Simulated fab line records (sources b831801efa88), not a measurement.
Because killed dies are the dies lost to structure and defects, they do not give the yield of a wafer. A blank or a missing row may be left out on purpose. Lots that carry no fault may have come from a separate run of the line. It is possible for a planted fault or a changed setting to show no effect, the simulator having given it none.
Split-lot experiment	flow sky130	23 wafers read across 5 lots, on a route 708 steps long

== THE SPLIT ITSELF ==
At SKY_VT_ADJUST_HVTR_DEVELOP_06 (develop time 60 s), the setting develop_time_s was moved away from the recipe's 60 s on 9 of the 23 wafers read, by +6.5% to +14.4%. All remaining wafers had this setting at the recipe value.

Between the split and the reading, the file records no step.

== THE READING ==
cd_nm at SKY_VT_ADJUST_HVTR_CD_MEAS_07, given in nm (cd target 380 nm). On this fab line, fault-free wafers typically give 380.0 nm with a standard deviation of 2.3 nm.

wafer	tool, chamber at the split	develop_time_s as run, s	against the recipe	cd_nm, nm	against lot-mates on the recipe
L074.1	litho_track-04, 0	68.66	+14.4%	387.4	+11.1
L074.3	litho_track-04, 0	68.66	+14.4%	394.3	+18.0
L074.4	litho_track-04, 0	60	recipe	376.8	-
L074.5	litho_track-04, 0	60	recipe	375.8	-
L074.6	litho_track-04, 0	68.66	+14.4%	392.7	+16.4
L079.4	litho_track-01, 0	60	recipe	383.9	-
L079.5	litho_track-01, 0	60	recipe	383.9	-
L079.6	litho_track-01, 0	60	recipe	382.0	-
L082.1	litho_track-01, 0	60	recipe	378.0	-
L082.2	litho_track-01, 0	60	recipe	384.7	-
L082.4	litho_track-01, 0	60	recipe	378.3	-
L082.5	litho_track-01, 0	60	recipe	378.2	-
L082.6	litho_track-01, 0	60	recipe	383.1	-
L083.1	litho_track-01, 0	64.73	+7.9%	388.6	+8.2
L083.2	litho_track-01, 0	60	recipe	381.5	-
L083.3	litho_track-01, 0	64.73	+7.9%	391.5	+11.1
L083.4	litho_track-01, 0	60	recipe	379.3	-
L083.5	litho_track-01, 0	64.73	+7.9%	390.0	+9.6
L084.1	litho_track-04, 0	60	recipe	381.9	-
L084.2	litho_track-04, 0	63.89	+6.5%	381.5	-0.5
L084.3	litho_track-04, 0	63.89	+6.5%	388.5	+6.5
L084.5	litho_track-04, 0	63.89	+6.5%	383.2	+1.2
L084.6	litho_track-04, 0	60	recipe	382.1	-

THE FIT
A straight line over all 23 wafers: cd_nm changes by +0.802 nm for each +1% of develop_time_s; r = +0.81; the points scatter about the line by 3.1 nm.
The same after taking each lot's own level away (the mean of its wafers on the recipe; 23 wafers): +1.02 nm for each +1%; r = +0.89; scatter 2.8 nm.
On that fit, the largest move of develop_time_s shifts the reading by 15 nm.
The lots' own levels span 376.30 to 383.27 nm, that is 3.0 times the standard deviation above.
Hence the slope depends on the lot-to-lot level, as the two fits are not the same.
Check: for one of the wafers moved furthest among these (+14.4%), held out of the fit, the line's prediction against its lot-mates is +15.4 nm. Against them it came out at +11.1 nm.

== FILE'S OWN FIT ==
cd_nm changes by +0.993 nm for each +1% of develop_time_s, r = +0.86.
